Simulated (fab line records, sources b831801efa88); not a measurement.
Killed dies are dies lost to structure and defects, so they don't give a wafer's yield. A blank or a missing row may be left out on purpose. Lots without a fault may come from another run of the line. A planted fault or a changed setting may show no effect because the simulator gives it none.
Which tool did it? | flow sky130 | 14 lots, 42 wafers sampled, at 4 steps of a route of 708

WHAT THE GAUGES READ, wafer by wafer
SKY_GATE_OXIDE_OVL_MEAS_10.
lot  | measured     | on         | GATE_OXIDE_OVL (nm)
L470 | day 13 21:56 | overlay-02 | 0.8 0.9 1.0
L472 | day 14 14:38 | overlay-02 | 2.6 1.9 3.2
L473 | day 15 04:32 | overlay-01 | -3.7 -3.0 -3.2
L475 | day 15 12:26 | overlay-01 | -0.7 -1.6 -2.0
L474 | day 15 17:46 | overlay-02 | 0.4 0.7 1.3
L476 | day 15 22:46 | overlay-02 | 0.7 -1.8 1.6
L477 | day 16 05:49 | overlay-01 | 2.1 1.2 1.2
L485 | day 19 12:13 | overlay-02 | -1.6 -1.1 -0.2
L486 | day 19 16:41 | overlay-02 | 0.2 2.0 1.3
L487 | day 19 21:29 | overlay-02 | -0.6 -0.6 1.1
L489 | day 20 23:33 | overlay-02 | 1.4 2.3 1.5
L490 | day 20 23:41 | overlay-01 | -0.9 2.5 0.4
L491 | day 21 13:06 | overlay-02 | 1.6 0.9 0.6
L492 | day 21 14:32 | overlay-01 | 3.3 1.7 3.2

SKY_POLY_GATE_THK_MEAS_04.
lot  | measured     | on            | POLY_GATE_CVD_03_THK (nm)
L470 | day 15 08:05 | film_metro-04 | 76.3 76.8 77.1
L472 | day 15 23:51 | film_metro-04 | 74.0 73.6 73.9
L473 | day 16 17:45 | film_metro-03 | 74.6 75.7 74.9
L475 | day 16 22:14 | film_metro-03 | 75.1 75.7 75.4
L474 | day 17 04:50 | film_metro-01 | 74.4 74.6 74.3
L476 | day 17 11:20 | film_metro-03 | 74.5 74.4 74.2
L477 | day 17 23:05 | film_metro-01 | 74.9 75.5 75.2
L485 | day 20 23:46 | film_metro-03 | 76.4 76.0 76.2
L486 | day 21 06:04 | film_metro-04 | 76.4 75.6 75.7
L487 | day 21 10:50 | film_metro-03 | 75.3 75.1 75.1
L489 | day 22 11:52 | film_metro-04 | 75.0 74.9 74.5
L490 | day 22 10:31 | film_metro-04 | 76.2 76.4 76.4
L491 | day 23 01:55 | film_metro-04 | 75.3 75.4 74.8
L492 | day 23 03:16 | film_metro-03 | 75.8 76.4 76.0

SKY_POLY_GATE_THK_MEAS_21.
lot  | measured     | on            | POLY_GATE_OXIDATION_THK (nm)
L470 | day 16 15:55 | film_metro-01 | 4.02 4.17 4.18
L472 | day 17 09:50 | film_metro-04 | 4.01 4.01 4.01
L473 | day 18 03:13 | film_metro-03 | 4.10 4.07 4.04
L475 | day 18 10:08 | film_metro-01 | 4.27 4.14 4.21
L474 | day 18 14:53 | film_metro-04 | 4.07 4.03 4.04
L476 | day 18 21:27 | film_metro-03 | 4.11 4.23 4.24
L477 | day 19 07:50 | film_metro-03 | 4.14 4.14 4.17
L485 | day 22 08:00 | film_metro-01 | 4.18 4.12 4.17
L486 | day 22 15:15 | film_metro-04 | 4.07 4.09 4.05
L487 | day 22 19:51 | film_metro-03 | 4.03 4.06 4.09
L489 | day 23 19:55 | film_metro-01 | 4.20 4.18 4.19
L490 | day 23 17:45 | film_metro-03 | 4.20 4.00 4.19
L491 | day 24 10:43 | film_metro-03 | 4.18 4.22 4.16
L492 | day 24 11:58 | film_metro-03 | 4.14 4.11 4.05

WHICH TOOL RAN EACH LOT (tool, then ch and the chambers of the sampled wafers, then the start)
lot  | SKY_POLY_GATE_EXPOSE_10
L470 | krf_scanner-02 ch 0, day 15 21:57
L472 | krf_scanner-01 ch 0, day 16 14:11
L473 | krf_scanner-02 ch 0, day 17 08:41
L475 | krf_scanner-02 ch 0, day 17 12:46
L474 | krf_scanner-01, day 17 20:11
L476 | krf_scanner-01, day 18 01:50
L477 | krf_scanner-02 ch 0, day 18 14:49
L485 | krf_scanner-01 ch 0, day 21 15:29
L486 | krf_scanner-02 ch 0, day 21 21:58
L487 | krf_scanner-01 ch 0, day 22 02:53
L489 | krf_scanner-02 ch 0, day 23 03:18
L490 | krf_scanner-02 ch 0, day 23 01:28
L491 | krf_scanner-02 ch 0, day 23 16:59
L492 | krf_scanner-02 ch 0, day 23 18:21
- SKY_POLY_GATE_EXPOSE_10: exposes mask P1M, target cd 150 nm.

WHAT THE TOOLS THEMSELVES READ (means of the sampled wafers that have a number; where no wafer has one, the mark that the record gives instead)
SKY_POLY_GATE_EXPOSE_10.
lot  | tool           | exposure_dose_mJ_cm2 | focus_offset_nm (nm) | reticle_temp_C (C)
L470 | krf_scanner-02 | 27.963               | -0.5                 | 23.15
L472 | krf_scanner-01 | 27.986               | 0.7                  | 23.00
L473 | krf_scanner-02 | 27.974               | -0.4                 | 22.98
L475 | krf_scanner-02 | 27.972               | 0.4                  | 22.96
L474 | krf_scanner-01 | -                    | -                    | -
L476 | krf_scanner-01 | -                    | -                    | -
L477 | krf_scanner-02 | 28.026               | -0.1                 | 22.91
L485 | krf_scanner-01 | 27.973               | 0.8                  | 23.02
L486 | krf_scanner-02 | 27.929               | 0.1                  | 23.02
L487 | krf_scanner-01 | 28.019               | 0.2                  | 22.92
L489 | krf_scanner-02 | 27.979               | 0.3                  | 22.99
L490 | krf_scanner-02 | 28.003               | 0.2                  | 23.01
L491 | krf_scanner-02 | 28.002               | -0.2                 | 22.93
L492 | krf_scanner-02 | 28.015               | 0.5                  | 22.89

THE ANSWER, worked out from the rows above alone
Rule: what is usual is taken from the lots themselves. Put in order of their means at a reading, lots are off if they are a third of the lots or fewer, leave a main group of 4 or more, and stand apart from it by a gap of 3 or more times the standard deviation of the main group's means; of several such gaps the widest counts. A main group whose means are all the same, to the digits that the tables above print for the reading, isn't used. A lot without any number at a reading at which 4 lots or more have one is off too. The other lots that the step has rows for count as sound. The gauges are gone through in route order, then the tools' own readings, and for those a lot's mean is taken as printed above. The first step at which some lot is off is used, and at that step the reading that is off furthest; a lot without a number counts as furthest.
Off: L474, L476, at SKY_POLY_GATE_EXPOSE_10 (exposure_dose_mJ_cm2). Without a number there: L474, L476. The main group: mean 27.987, standard deviation 0.026.
A tool fits if, at that step or a process step before it, it ran every lot that is off, and no sound lot after the first of them. None of those tried fits.

WHAT THE SIMULATOR HAD PUT IN
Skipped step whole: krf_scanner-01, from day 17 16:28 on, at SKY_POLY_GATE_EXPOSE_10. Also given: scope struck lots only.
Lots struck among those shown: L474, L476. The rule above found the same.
